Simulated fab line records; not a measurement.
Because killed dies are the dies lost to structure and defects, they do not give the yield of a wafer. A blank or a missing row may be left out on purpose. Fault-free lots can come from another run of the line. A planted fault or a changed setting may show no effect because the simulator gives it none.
The tool behind it: which one? + flow sky130 + 12 lots with 36 wafers sampled at 3 steps, on a route of 708 steps

== WHAT EACH GAUGE READ, for each wafer ==
SKY_VIA4_BOW_MEAS_03. Usual: VIA4_BOW typically reads 81 um, with standard deviation 8.
| lot  | measured     | on            | VIA4_BOW (um) | flag |
|------|--------------|---------------|---------------|------|
| L719 | day 43 05:58 | film_metro-01 | 80 81 85      |      |
| L722 | day 43 08:41 | film_metro-03 | 81 77 71      |      |
| L720 | day 43 12:49 | film_metro-01 | 88 82 81      |      |
| L724 | day 43 19:21 | film_metro-03 | 79 89 92      |      |
| L723 | day 43 23:28 | film_metro-03 | 64 72 88      |      |
| L725 | day 44 03:26 | film_metro-04 | 82 84 79      |      |
| L726 | day 44 10:09 | film_metro-03 | 81 75 78      |      |
| L730 | day 45 12:13 | film_metro-01 | 91 89 79      |      |
| L731 | day 45 14:32 | film_metro-03 | 75 78 71      |      |
| L734 | day 46 15:19 | film_metro-03 | 82 73 86      |      |
| L737 | day 47 01:55 | film_metro-04 | 79 67 80      |      |
| L739 | day 47 17:40 | film_metro-04 | 87 84 78      |      |

== EACH LOT AND THE TOOL THAT RAN IT (in order: tool; ch and the chambers of the sampled wafers; start) ==
| lot  | SKY_METAL4_DESCUM_15              | SKY_METAL4_ETCH_16                |
|------|-----------------------------------|-----------------------------------|
| L719 | rie_metal-03 ch 0,1, day 43 04:01 | rie_metal-03 ch 0,1, day 43 04:04 |
| L722 | rie_metal-03 ch 0,1, day 43 05:39 | rie_metal-03 ch 0,1, day 43 05:41 |
| L720 | rie_metal-03 ch 0, day 43 11:21   | rie_metal-03 ch 0, day 43 11:23   |
| L724 | rie_metal-03 ch 0,1, day 43 17:52 | rie_metal-03 ch 0,1, day 43 17:55 |
| L723 | rie_metal-04 ch 0,1, day 43 21:55 | rie_metal-04 ch 0,1, day 43 21:58 |
| L725 | rie_metal-03 ch 0,1, day 44 01:56 | rie_metal-03 ch 0,1, day 44 01:59 |
| L726 | rie_metal-04 ch 0,1, day 44 08:40 | rie_metal-04 ch 0,1, day 44 08:43 |
| L730 | rie_metal-01 ch 0,1, day 45 10:45 | rie_metal-01 ch 0,1, day 45 10:47 |
| L731 | rie_metal-01 ch 0,1, day 45 13:01 | rie_metal-01 ch 0,1, day 45 13:04 |
| L734 | rie_metal-04 ch 0,1, day 46 12:36 | rie_metal-04 ch 0,1, day 46 12:38 |
| L737 | rie_metal-04 ch 0,1, day 47 00:27 | rie_metal-04 ch 0,1, day 47 00:29 |
| L739 | rie_metal-03 ch 0, day 47 16:02   | rie_metal-03 ch 0, day 47 16:10   |
- SKY_METAL4_DESCUM_15: chemistry O2, time 8 s.
- SKY_METAL4_ETCH_16: etches BARC in N2/H2, stops on SiO2, time 85.54 s, target depth 60 nm.

== WHAT THE TOOLS THEMSELVES READ (means of the sampled wafers that have a number; where no wafer has one, the mark that the record gives instead) ==
SKY_METAL4_DESCUM_15. Usual: chamber_pressure_mTorr 10.002 mTorr, standard deviation 0.022; drypump_motor_current_A 5.82 A, standard deviation 0.28; oes_product_au 0.999 a.u., standard deviation 0.011.
| lot  | tool         | chamber_pressure_mTorr (mTorr) | drypump_motor_current_A (A) | oes_product_au (a.u.) | flag |
|------|--------------|--------------------------------|-----------------------------|-----------------------|------|
| L719 | rie_metal-03 | 10.008                         | 5.66                        | 0.994                 |      |
| L722 | rie_metal-03 | 9.994                          | 5.59                        | 1.004                 |      |
| L720 | rie_metal-03 | 9.995                          | 5.55                        | 1.007                 |      |
| L724 | rie_metal-03 | 10.001                         | 5.59                        | 1.009                 |      |
| L723 | rie_metal-04 | 9.999                          | 5.82                        | 0.990                 |      |
| L725 | rie_metal-03 | 10.004                         | 5.61                        | 1.010                 |      |
| L726 | rie_metal-04 | 10.004                         | 5.82                        | 0.987                 |      |
| L730 | rie_metal-01 | 9.995                          | 6.28                        | 1.005                 |      |
| L731 | rie_metal-01 | 10.003                         | 6.30                        | 1.008                 |      |
| L734 | rie_metal-04 | 10.009                         | 5.80                        | 0.991                 |      |
| L737 | rie_metal-04 | 9.998                          | 5.92                        | 0.989                 |      |
| L739 | rie_metal-03 | 10.000                         | 5.52                        | 1.007                 |      |

SKY_METAL4_ETCH_16. Usual: chamber_pressure_mTorr 30.000 mTorr, standard deviation 0.029; drypump_motor_current_A 5.83 A, standard deviation 0.28; oes_product_au 0.633 a.u., standard deviation 0.0046; throttle_valve_pct 13.206 %, standard deviation 0.0091.
| lot  | tool         | chamber_pressure_mTorr (mTorr) | drypump_motor_current_A (A) | oes_product_au (a.u.) | throttle_valve_pct (%) | flag |
|------|--------------|--------------------------------|-----------------------------|-----------------------|------------------------|------|
| L719 | rie_metal-03 | 30.045                         | 5.68                        | 0.629                 | 13.210                 |      |
| L722 | rie_metal-03 | 29.987                         | 5.61                        | 0.634                 | 13.209                 |      |
| L720 | rie_metal-03 | 29.970                         | 5.53                        | 0.628                 | 13.204                 |      |
| L724 | rie_metal-03 | 30.025                         | 5.61                        | 0.631                 | 13.204                 |      |
| L723 | rie_metal-04 | 29.985                         | 5.83                        | 0.635                 | 13.197                 |      |
| L725 | rie_metal-03 | 29.982                         | 5.62                        | 0.635                 | 13.202                 |      |
| L726 | rie_metal-04 | 30.001                         | 5.81                        | 0.632                 | 13.207                 |      |
| L730 | rie_metal-01 | 29.997                         | 6.30                        | 0.631                 | 13.205                 |      |
| L731 | rie_metal-01 | 29.986                         | 6.30                        | 0.636                 | 13.202                 |      |
| L734 | rie_metal-04 | 29.989                         | 5.80                        | 0.637                 | 13.200                 |      |
| L737 | rie_metal-04 | 30.004                         | 5.94                        | 0.635                 | 13.203                 |      |
| L739 | rie_metal-03 | 30.015                         | 5.51                        | 0.633                 | 13.206                 |      |

== THE ANSWER, worked out from the rows above alone ==
Rule: a lot counts as off when the mean over its wafers that have a number is more than 3 standard deviations away from the usual mean. Also off: a lot with no number at a reading for which 4 or more lots have one. Where the step has rows for the other lots, those lots are counted as sound. After the gauges, taken in route order, come the tools' own readings; for these a lot's mean is taken, as printed above. At the first step where some lot is off, the reading lying furthest off is the one used; lots without a number count as furthest.
Nothing can be told from this: no lot is off at any reading shown.

== WHAT THE SIMULATOR HAD PUT IN ==
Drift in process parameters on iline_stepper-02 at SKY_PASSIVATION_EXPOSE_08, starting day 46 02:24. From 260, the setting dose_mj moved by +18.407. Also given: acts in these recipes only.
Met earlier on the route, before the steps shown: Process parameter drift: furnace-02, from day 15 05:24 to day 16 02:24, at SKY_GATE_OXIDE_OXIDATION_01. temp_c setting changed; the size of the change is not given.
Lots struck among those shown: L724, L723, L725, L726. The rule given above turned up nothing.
